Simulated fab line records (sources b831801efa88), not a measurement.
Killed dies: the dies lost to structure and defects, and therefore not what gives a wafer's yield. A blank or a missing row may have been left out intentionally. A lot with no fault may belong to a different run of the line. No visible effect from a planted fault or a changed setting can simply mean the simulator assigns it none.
Which tool did it?    flow sky130    at 1 step of a route of 708, 7 lots with 21 wafers sampled

WHAT THE GAUGES READ, wafer by wafer
SKY_SD_P_CD_MEAS_07: the cd target is 380 nm.
lot   measured      on        cdNm (nm)
L139  day 26 12:08  cdSem-01  378.2 375.6 375.9
L143  day 27 20:31  cdSem-01  381.9 381.1 382.4
L147  day 29 09:19  cdSem-01  376.1 379.3 379.5
L152  day 30 23:14  cdSem-01  379.9 378.9 380.7
L154  day 31 16:05  cdSem-01  380.8 381.2 380.9
L156  day 32 00:34  cdSem-01  380.9 378.8 380.2
L158  day 32 19:16  cdSem-02  379.0 380.9 381.0

WHICH TOOL RAN EACH LOT (tool, then ch and the chambers of the sampled wafers, then the start)
There is no process step in the record ahead of these readings.

THE ANSWER, worked out from the rows above alone
Rule: usual is defined by the lots themselves. The widest of any qualifying gaps counts: lots, ordered by their means at a reading, are off when they make up no more than a third of the lots, leave a main group of 4 or more, and stand apart from it by 3 or more times the standard deviation of that group's means. A main group whose means are all the same, to the digits that the tables above print for the reading, isn't used. Also off: a lot with no number at a reading for which 4 or more lots have one. Where the step has rows for the other lots, those lots are counted as sound.
Nothing can be told from this: no lot is off at any reading shown.

WHAT HAD BEEN PUT IN BY THE SIMULATOR
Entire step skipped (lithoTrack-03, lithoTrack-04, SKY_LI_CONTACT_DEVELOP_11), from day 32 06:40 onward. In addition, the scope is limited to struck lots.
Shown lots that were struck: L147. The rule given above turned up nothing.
